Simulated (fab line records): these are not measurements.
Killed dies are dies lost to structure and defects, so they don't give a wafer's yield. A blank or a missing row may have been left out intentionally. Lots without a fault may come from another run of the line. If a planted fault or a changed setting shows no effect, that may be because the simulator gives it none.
Matching of chambers	flow gf180mcu	GF_CONTACT_CMP_27 on cmp-02 has 4 sister chambers
The step polishes, stops on SiO2, t overpolish 15 s, target thk 0 nm. 4 wafers are shown with their chamber, then 7 later ones without.

EACH WAFER AND ITS CHAMBER
wafer	chamber	motor-current-A (A)
L886.1	1	10.0
L886.4	3	11.9
L895.1	0	10.8
L895.4	2	9.5

WAFERS WITHOUT THEIR CHAMBER
wafer	motor-current-A (A)
L895.5	10.1
L894.2	9.5
L894.3	11.1
L894.6	10.9
L896.1	11.8
L896.4	11.1
L896.6	12.4

WHICH CHAMBER EACH ONE RAN IN
wafer	from the rows above	in truth
L895.5	can't be placed: 1 or 2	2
L894.2	can't be placed: 2 or 1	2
L894.3	can't be placed: 0 or 3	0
L894.6	0	0
L896.1	3	3
L896.4	can't be placed: 0 or 3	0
L896.6	3	3
3 of 7 placed correctly. Not placeable from these rows: 4 (in 4, the candidates include the true chamber). 0 placed wrongly.
How it was worked out, from the rows above alone: a wafer's distance from a chamber is the root of the sum, over the readings, of the square of ((its reading less the chamber's mean) divided by the reading's scatter). The wafer belongs to the nearest chamber; if the next one is less than 2 further off, it can't be placed. For every chamber, the mean is computed from those of its wafers that are shown. The scatter (one wafer shown for each chamber): square how far every hidden wafer sits from the nearest shown wafer, average those squares and take the square root.
